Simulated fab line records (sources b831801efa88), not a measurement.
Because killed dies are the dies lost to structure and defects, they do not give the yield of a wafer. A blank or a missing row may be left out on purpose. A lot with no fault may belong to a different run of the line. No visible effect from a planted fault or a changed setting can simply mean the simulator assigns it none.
A struck lot beside a sound one    flow sky130    16 steps out of a route of 708
Sound: wafers L676.1, L676.3, L676.4. Struck: wafer L669.1 (left out: L669.3, L669.4 of the same lot, which were not struck); the cause appears at the end.
At each step with rows: each side's tool, then ch and its chambers, then its first start. Under that, the readings that differ: sound wafers    struck wafers    difference of the means    sigmas: that difference in standard deviations of wafers without a fault.
alike: readings with means less than 2 such deviations apart, plus words and numbers identical on both sides. not compared: withheld readings, readings lacking a value on some wafer, bounds such as >300 that could conceal the same value, and numbers that have no deviation in the record and whose values overlap.
Wherever a step has rows on one side only, a row that says differs or no value, or a row with sigmas, the two part there. Numbers that have no deviation but don't overlap get no sigmas and don't part them. Lack of a reading on every wafer of one side parts them only where that side has two or more wafers.

SKY_SD_N_OVL_MEAS_08:
  sound: overlay-02 at day 34 13:19; struck: overlay-02 at day 32 13:40
  alike: SD_N_OVL
then, 2 steps without rows for these wafers: SKY_SD_N_IMPLANT_09; SKY_SD_N_IMPLANT_10.
SKY_SD_N_STRIP_11: strips in O2/N2.
  sound on plasma_asher-04 ch 0,1, day 34 13:39; struck on plasma_asher-03 ch 0, day 32 14:00
reading                      sound        struck  difference  sigmas
drypump_motor_current_A (A)  4.8 6.1 4.8  6.2     +1.0        +2
  alike: chamber_pressure_mTorr, oes_product_au, strip_time_to_endpoint_s
  not compared: rf_hours_counter_h
SKY_SD_N_TW_MEAS_12:
  sound: film_metro-02 at day 34 13:45; struck: film_metro-02 at day 32 14:06
  alike: SD_N_TW
then, 1 step without rows for these wafers: SKY_SD_N_CLEAN_13 (cleans in SC1/SC2, time 150 s).
SKY_SD_N_RTA_14: time 2 s.
  sound on rtp_anneal-02 ch 0, day 34 13:52; struck on rtp_anneal-01 ch 0, day 32 14:13
reading         sound              struck  difference  sigmas
chamber_o2_ppm  2.056 2.054 2.044  1.982   -0.069      -3
  alike: lamp_power_pct, wafer_temp_C_max
SKY_SD_N_RS_MEAS_16: measures by four-point-probe.
  sound: film_metro-04 at day 34 14:02; struck: film_metro-01 at day 32 14:23
  alike: SD_N_RS
SKY_SD_N_RS_MEAS_17: measures by four-point-probe.
  sound: film_metro-04 at day 34 14:09; struck: film_metro-01 at day 32 14:30
  alike: SD_P_RS
SKY_SD_N_RS_MEAS_18: measures by four-point-probe.
  sound: film_metro-04 at day 34 14:16; struck: film_metro-01 at day 32 14:37
  alike: RES_XHIGH_RS
then, 1 step without rows for these wafers: SKY_SALICIDE_CLEAN_00 (cleans in HF-last, time 30 s).
SKY_LI_CONTACT_HDPCVD_00: deposits PSG, target thk 930 nm, time 155 s.
  sound on hdpcvd-01 ch 0,2, day 34 14:25; struck on hdpcvd-02 ch 0, day 32 14:46
reading                                        sound              struck  difference  sigmas
run_length_s (s)                               183.5 182.1 183.0  219.3   +36.4       +73
model.PSG_of_LI_CONTACT_HDPCVD_00.thk_nm (nm)  921.5 935.9 928.6  1144    +215        
SKY_LI_CONTACT_THK_MEAS_01:
  sound: film_metro-02 at day 34 14:31; struck: film_metro-02 at day 32 14:52
reading                     sound        struck  difference  sigmas
LI_CONTACT_HDPCVD_THK (nm)  922 936 928  1144    +215        +22
SKY_LI_CONTACT_CMP_02: polishes PSG.
  sound on cmp-02 ch 0,1,3, day 34 14:34; struck on cmp-02 ch 1, day 32 14:58
reading                 sound     struck  difference  sigmas
time_to_endpoint_s (s)  28 30 34  55      +24         +7
  alike: motor_current_A, slurry_flow_ml_min
SKY_LI_CONTACT_BOW_MEAS_03:
  sound: film_metro-01 at day 34 14:52; struck: film_metro-04 at day 32 15:13
  alike: LI_CONTACT_BOW
-- the record jumps here: 17 days lie between the struck wafers' starts before and after (it left off in module LI_CONTACT and takes up again in module PAD_OPEN, whose first step shown is number 708 of the route) --
SKY_PAD_OPEN_PROBE_99:
  sound: prober-02 at day 50 13:45; struck: prober-02 at day 49 04:13
  alike: killed_at_M0_to_M3, killed_at_M4_up, killed_at_contacts, killed_at_front_end, killed_at_other, killed_dies, killed_open, killed_short

WHERE THEY PART
At SKY_SD_N_STRIP_11 first; at SKY_LI_CONTACT_CMP_02 last (within this record only). Later steps at which nothing parts them and some readings are alike: SKY_LI_CONTACT_BOW_MEAS_03, SKY_PAD_OPEN_PROBE_99.

WHY: the cause the simulator had injected
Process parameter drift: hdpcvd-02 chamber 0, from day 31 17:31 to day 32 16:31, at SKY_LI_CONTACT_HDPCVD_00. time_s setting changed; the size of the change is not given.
